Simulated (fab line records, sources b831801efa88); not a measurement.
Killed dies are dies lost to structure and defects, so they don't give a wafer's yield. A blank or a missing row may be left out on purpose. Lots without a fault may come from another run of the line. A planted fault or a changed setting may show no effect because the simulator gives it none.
Chamber matching | flow sfq_line | SFQ_TRILAYER_A5B_CMP_CMP_130 on cmp-01: 4 sister chambers
The step polishes, stops on Nb, target thk 340.7 nm. 8 wafers are shown with their chamber, then 7 later ones without.

WAFERS WITH THEIR CHAMBER
wafer  | chamber | motor_current_A (A) | head_pressure_psi (psi)
L480.6 | 1       | 8.8                 | 2.996
L481.5 | 3       | 11.0                | 2.992
L482.2 | 1       | 8.6                 | 3.000
L482.6 | 0       | 9.4                 | 3.001
L496.1 | 3       | 10.8                | 2.989
L496.5 | 2       | 10.0                | 2.996
L497.1 | 0       | 9.6                 | 3.001
L497.2 | 2       | 9.2                 | 2.996

WAFERS WITHOUT THEIR CHAMBER
wafer  | motor_current_A (A) | head_pressure_psi (psi)
L497.5 | 8.8                 | 2.998
L500.1 | 9.2                 | 3.004
L500.3 | 9.9                 | 3.005
L500.5 | 10.0                | 3.006
L501.4 | 10.8                | 2.997
L501.3 | 8.6                 | 2.998
L501.5 | 9.9                 | 3.003

WHICH CHAMBER EACH WENT THROUGH
wafer  | from the rows above          | in truth
L497.5 | 1                            | 1
L500.1 | can't be placed: 0 or 1      | 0
L500.3 | 0                            | 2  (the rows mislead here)
L500.5 | 0                            | 0
L501.4 | can't be placed: 3 or 2 or 0 | 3
L501.3 | 1                            | 1
L501.5 | 0                            | 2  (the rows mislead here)
Placed correctly: 3 of 7. Can't be placed from these rows: 2 (the true chamber is among the candidates in 2). Placed wrongly: 2.
How it was worked out, from the rows above alone: a wafer's distance from a chamber is the root of the sum, over the readings, of the square of ((its reading less the chamber's mean) divided by the reading's scatter). The wafer belongs to the nearest chamber; if the next one is less than 2 further off, it can't be placed. A chamber's mean is the mean of its shown wafers. The scatter: the root of (the sum of the squares of (reading less its chamber's mean) over the shown wafers, divided by (wafers less chambers)).
